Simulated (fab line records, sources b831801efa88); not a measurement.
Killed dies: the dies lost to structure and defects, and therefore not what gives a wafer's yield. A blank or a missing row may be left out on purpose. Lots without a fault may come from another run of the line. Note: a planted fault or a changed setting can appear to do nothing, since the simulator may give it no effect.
Which tool was responsible? ; flow gf180mcu ; 33 wafers from 11 lots sampled at 2 of the route's 602 steps

== WHAT THE GAUGES SHOWED, per wafer ==
GF_CONTACT_RS_MEAS_25: measures by four-point-probe.
lot;measured;on;CONTACT_W_RS (ohm/sq)
L607;day 17 01:13;film metro-02;0.381 0.381 0.383
L608;day 17 15:21;film metro-03;0.383 0.376 0.379
L609;day 17 21:53;film metro-03;0.383 0.385 0.383
L611;day 19 01:52;film metro-01;0.381 0.383 0.387
L612;day 19 05:13;film metro-02;0.385 0.382 0.387
L613;day 19 13:59;film metro-03;0.384 0.379 0.379
L614;day 19 21:25;film metro-01;0.387 0.385 0.389
L615;day 20 04:31;film metro-03;0.383 0.384 0.390
L616;day 20 13:47;film metro-03;0.380 0.382 0.386
L617;day 20 23:34;film metro-01;0.383 0.383 0.381
L620;day 22 01:46;film metro-01;0.291 0.380 0.383

== TOOL THAT RAN EACH LOT (tool first, then ch and the chambers of the sampled wafers, then the start) ==
lot;GF_CONTACT_CVD_24
L607;cvd w-01 ch 0, day 17 01:05
L608;cvd w-02 ch 0,1, day 17 15:15
L609;cvd w-02 ch 0,1, day 17 21:46
L611;cvd w-01 ch 0,1, day 19 01:46
L612;cvd w-02 ch 0, day 19 05:07
L613;cvd w-01 ch 0,1, day 19 13:53
L614;cvd w-01 ch 0,1, day 19 21:19
L615;cvd w-02 ch 0,1, day 20 04:25
L616;cvd w-02 ch 0,1, day 20 13:41
L617;cvd w-02 ch 0,1, day 20 23:28
L620;cvd w-02 ch 0,1, day 22 01:40
- GF_CONTACT_CVD_24: deposits W, target thk 300 nm, time 90.339 s.

== THE ANSWER, worked out from the rows above alone ==
Rule: usual is defined by the lots themselves. The widest of any qualifying gaps counts: lots, ordered by their means at a reading, are off when they make up no more than a third of the lots, leave a main group of 4 or more, and stand apart from it by 3 or more times the standard deviation of that group's means. If all means in a main group match to the digits the tables above print for the reading, that group is not used. Also off: a lot with no number at a reading for which 4 or more lots have one. Any other lot the step has rows for is counted as sound.
Off: L620, at GF_CONTACT_RS_MEAS_25 (CONTACT_W_RS). The main group: mean 0.383 ohm/sq, standard deviation 0.0022.
A tool fits if, at a process step before that reading, it ran every lot that is off, and no sound lot after the first of them. Gauges at GF_CONTACT_RS_MEAS_25: tried the same way as those tools. This does not decide it: 2 tools fit, namely cvd w-02 at GF_CONTACT_CVD_24 and film metro-01 at GF_CONTACT_RS_MEAS_25.

== WHAT WAS PUT IN BY THE SIMULATOR ==
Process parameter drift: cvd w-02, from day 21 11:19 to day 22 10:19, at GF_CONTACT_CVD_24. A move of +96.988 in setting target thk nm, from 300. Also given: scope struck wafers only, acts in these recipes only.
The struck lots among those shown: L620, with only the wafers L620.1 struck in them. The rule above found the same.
